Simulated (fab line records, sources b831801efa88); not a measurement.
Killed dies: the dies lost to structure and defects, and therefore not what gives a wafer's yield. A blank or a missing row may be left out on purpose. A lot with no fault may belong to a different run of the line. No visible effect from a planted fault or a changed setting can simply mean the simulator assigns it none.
Struck lot and sound lot, side by side || flow sky130 || 18 steps out of a route of 708
Sound: wafers L562.1, L562.5, L562.6. The struck wafers were L568.1, L568.3, L568.4. The cause comes at the end.
Order at every step that has rows: each side's tool, ch and its chambers, its first start. Under that, the readings that differ: sound wafers || struck wafers || difference of the means || sigmas: that difference in standard deviations of wafers without a fault.
alike: same words and numbers on both sides, and readings whose means sit less than 2 such deviations apart. not compared: any withheld reading, any reading some wafer has no value for, any bound like >300 that may hide the same value, and any number with overlapping values for which the record gives no deviation.
Wherever a step has rows on one side only, a row that says differs or no value, or a row with sigmas, the two part there. Non-overlapping numbers with no deviation appear without sigmas and do not part them. A reading that every wafer of one side lacks parts them only if that side has two wafers or more.

SKY_LDD_HVP_STRIP_09: strips in O2/N2.
  sound on plasma-asher-02 ch 0,1, day 22 09:53; struck on plasma-asher-04 ch 0,1, day 24 19:39
{"reading": "oes-product-au (a.u.)", "sound": "0.416 0.420 0.410", "struck": "0.406 0.415 0.396", "difference": -0.010, "sigmas": -2}
  alike: drypump-motor-current-A, strip-time-to-endpoint-s
  not compared: rf-hours-counter-h
SKY_LDD_HVP_TW_MEAS_10:
  sound on film-metro-03, day 22 09:59; struck on film-metro-04, day 24 19:45
  alike: LDD_HVP_TW
then, 7 steps without rows for these wafers: SKY_LDD_LDN_DEHYDRATE_00 (time 60 s); SKY_LDD_LDN_HMDS_01 (prime time 60 s); SKY_LDD_LDN_COAT_02 (resist thk 1140 nm); SKY_LDD_LDN_SOFTBAKE_03 (time 60 s); SKY_LDD_LDN_EXPOSE_04 (exposes mask LDNTM, target cd 700 nm); SKY_LDD_LDN_PEB_05; SKY_LDD_LDN_DEVELOP_06 (develop time 60 s).
SKY_LDD_LDN_OVL_MEAS_07:
  sound on overlay-01, day 23 15:51; struck on overlay-02, day 26 00:45
{"reading": "LDD_LDN_OVL (nm)", "sound": "-3.3 -2.6 -1.0", "struck": "2.2 1.4 -0.1", "difference": "+3.5", "sigmas": "+2"}
then, 2 steps without rows for these wafers: SKY_LDD_LDN_IMPLANT_08; SKY_LDD_LDN_IMPLANT_09.
SKY_LDD_LDN_IMPLANT_10:
  sound on implanter-04 ch 0, day 23 16:11; struck on implanter-04 ch 0, day 26 01:05
{"reading": "implant-ion-amu", "sound": "75 75 75", "struck": "31 31 31", "difference": -44, "sigmas": ""}
{"reading": "model.implant.rp-nm (nm)", "sound": "12.71 12.71 12.71", "struck": "22.86 22.86 22.86", "difference": "+10.15", "sigmas": ""}
{"reading": "model.implant.drp-nm (nm)", "sound": "5.933 5.933 5.933", "struck": "10.9 10.9 10.9", "difference": "+5.0", "sigmas": ""}
  alike: beam-energy-keV, rotation-deg
following that, these wafers have no rows for 1 step: SKY_LDD_LDN_IMPLANT_11.
SKY_LDD_LDN_STRIP_12: strips in O2/N2.
  sound on plasma-asher-04 ch 0,1, day 23 16:29; struck on plasma-asher-01 ch 0,1, day 26 01:23
  alike: drypump-motor-current-A, oes-product-au, strip-time-to-endpoint-s
  not compared: rf-hours-counter-h
SKY_LDD_LDN_TW_MEAS_13:
  sound on film-metro-04, day 23 16:35; struck on film-metro-01, day 26 01:29
{"reading": "LDD_LDN_TW", "sound": "1489 1480 1489", "struck": "1410 1422 1418", "difference": -69, "sigmas": -9}
then, 1 step without rows for these wafers: SKY_LDD_LDN_CLEAN_14 (cleans in SC1/SC2, time 150 s).
-- the record jumps here: 22 days lie between the struck wafers' starts before and after (it left off in module LDD_LDN and takes up again in module PAD_OPEN, whose first step shown is number 708 of the route) --
SKY_PAD_OPEN_PROBE_99:
  sound on prober-01, day 46 09:55; struck on prober-02, day 48 10:00
{"reading": "model.etest.tip-sonos.rs-ohm-sq", "sound": "2678 2655 2661", "struck": "1872 1894 1887", "difference": -780, "sigmas": ""}
{"reading": "model.etest.sonos-programmed.off-log10-a-um", "sound": "-13.99 -14.01 -13.94", "struck": "-12.49 -12.46 -12.22", "difference": "+1.59", "sigmas": ""}
{"reading": "model.etest.sonos-programmed.vt-v (V)", "sound": "1.504 1.498 1.381", "struck": "1.308 1.255 1.186", "difference": -0.211, "sigmas": ""}
{"reading": "model.etest.sonos-baked.vt-v (V)", "sound": "0.9628 0.9206 0.8983", "struck": "0.8291 0.7723 0.7666", "difference": -0.1379, "sigmas": ""}
{"reading": "model.etest.sonos-uncharged.vt-v (V)", "sound": "-0.4809 -0.4263 -0.4537", "struck": "-0.5577 -0.498 -0.5175", "difference": -0.0708, "sigmas": ""}
  alike: killed_at_M0_to_M3, killed_at_M4_up, killed-at-contacts, killed-at-front-end, killed-at-other, killed-dies, killed-open, killed-short
  not compared: model.etest.sonos-uncharged.r-on-ohm-um, model.etest.sonos-erased.vt-v

WHERE THEY PART
Last at SKY_LDD_LDN_TW_MEAS_13 as far as this record goes, first at SKY_LDD_HVP_STRIP_09. Later steps at which nothing parts them and some readings are alike: SKY_PAD_OPEN_PROBE_99.

WHY: the cause the simulator had injected
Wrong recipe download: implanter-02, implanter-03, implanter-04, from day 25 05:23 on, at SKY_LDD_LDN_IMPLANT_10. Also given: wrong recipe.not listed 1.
